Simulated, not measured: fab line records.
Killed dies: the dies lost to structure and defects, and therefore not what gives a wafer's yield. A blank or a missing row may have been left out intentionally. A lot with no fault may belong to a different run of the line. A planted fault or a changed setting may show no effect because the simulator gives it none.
One fault seen from 2 desks    flow sky130    each desk holds nothing but its own numbers, with what lay behind them at the end

FOR THE TOOL OWNER'S DESK: plasma-asher-04
The tool's own readings at SKY_CAPM_STRIP_14 (strips in O2/N2): means of the sampled wafers that have a number, for each lot that ran on this tool. Any lot whose mean is over 4 standard deviations away from the usual mean is out of limits and marked OUT; that distance is given in the brackets.
Columns: A = chamber-pressure-mTorr at SKY_CAPM_STRIP_14, usual 1499.8 mTorr; B = drypump-motor-current-A at SKY_CAPM_STRIP_14, usual 5.54 A; C = oes-product-au at SKY_CAPM_STRIP_14, usual 0.711 a.u.; D = strip-time-to-endpoint-s at SKY_CAPM_STRIP_14, usual 12.67 s
lot   first seen here  A       B     C      D
L870  day 37 19:24     1500.2  5.54  0.712  12.68
L871  day 38 06:35     1498.8  5.53  0.709  12.71
L887  day 43 03:45     1499.7  5.55  0.712  12.65
L889  day 43 12:23     1500.6  5.54  0.712  12.60
L890  day 43 15:51     1498.9  5.55  0.711  12.64
L891  day 44 03:19     1500.7  5.51  0.712  12.73
This desk found nothing out of limits on any of the 6 lots.

AT THE METROLOGY DESK
What the gauges read, lot by lot, whatever tool the lot ran on: means of the sampled wafers that have a number. Any lot whose mean is over 4 standard deviations away from the usual mean is out of limits and marked OUT; that distance is given in the brackets.
Columns: A = VIA2_W_THK at SKY_VIA2_THK_MEAS_23, usual 428 nm
lot   first seen here  A
L869  day 36 14:12     430
L870  day 36 16:53     420
L871  day 37 04:21     434
L874  day 38 01:08     427
L881  day 40 07:00     428
L882  day 40 10:32     434
L887  day 42 04:08     436
L888  day 42 05:24     418
L889  day 42 12:32     429
L890  day 42 17:06     412
L891  day 43 03:51     428
This desk found nothing out of limits on any of the 11 lots.

PUT TOGETHER
The tool owner's desk saw nothing out of limits.
Nothing out of limits was seen by the metrology desk.

WHAT THE SIMULATOR HAD INSERTED
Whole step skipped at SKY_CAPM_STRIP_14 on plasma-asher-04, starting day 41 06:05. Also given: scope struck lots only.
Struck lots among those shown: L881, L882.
